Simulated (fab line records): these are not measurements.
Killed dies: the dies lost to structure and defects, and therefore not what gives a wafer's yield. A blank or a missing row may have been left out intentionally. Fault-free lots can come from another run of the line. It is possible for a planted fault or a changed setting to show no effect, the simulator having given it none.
Matching of chambers    flow gf180mcu    cmp-02 running GF_STI_CMP_25: 4 sister chambers
The step polishes, stops on Si3N4, t overpolish 33 s, target thk 524.6 nm. 8 wafers are shown with their chamber, then 8 later ones without.

== WAFERS PAIRED WITH THEIR CHAMBERS ==
wafer   chamber  motor current A (A)  time to endpoint s (s)
L262.6  2        10.8                 119
L265.1  3        12.3                 121
L265.5  1        12.5                 125
L268.4  1        12.3                 124
L268.5  2        10.2                 122
L272.5  0        11.4                 120
L279.5  0        11.0                 128
L282.2  3        12.0                 126

== WAFERS WITHOUT THEIR CHAMBER ==
wafer   motor current A (A)  time to endpoint s (s)
L282.5  11.5                 122
L282.6  12.8                 130
L284.1  12.2                 123
L284.2  10.6                 121
L284.6  11.7                 124
L285.1  11.8                 121
L285.2  12.5                 121
L285.4  10.2                 124

== WHICH CHAMBER EACH ONE RAN IN ==
wafer   from the rows above           in truth
L282.5  can't be placed: 0 or 3       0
L282.6  can't be placed: 1 or 3       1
L284.1  can't be placed: 3 or 1       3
L284.2  can't be placed: 2 or 0       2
L284.6  can't be placed: 3 or 0 or 1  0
L285.1  can't be placed: 3 or 0 or 1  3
L285.2  can't be placed: 1 or 3       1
L285.4  2                             2
Correct placement for 1 of the 8. From these rows, 7 cannot be placed; in 7 the true chamber is one of the candidates. 0 placed wrongly.
How it was worked out, from the rows above alone: a wafer's distance from a chamber is the root of the sum, over the readings, of the square of ((its reading less the chamber's mean) divided by the reading's scatter). If the next closest chamber is less than 2 further off than the closest, the wafer can't be placed; otherwise it belongs to the closest. A chamber's mean is the mean of its shown wafers. The scatter is the square root of a quotient: the sum, over the shown wafers, of each reading's squared deviation from its chamber's mean, divided by wafers minus chambers.
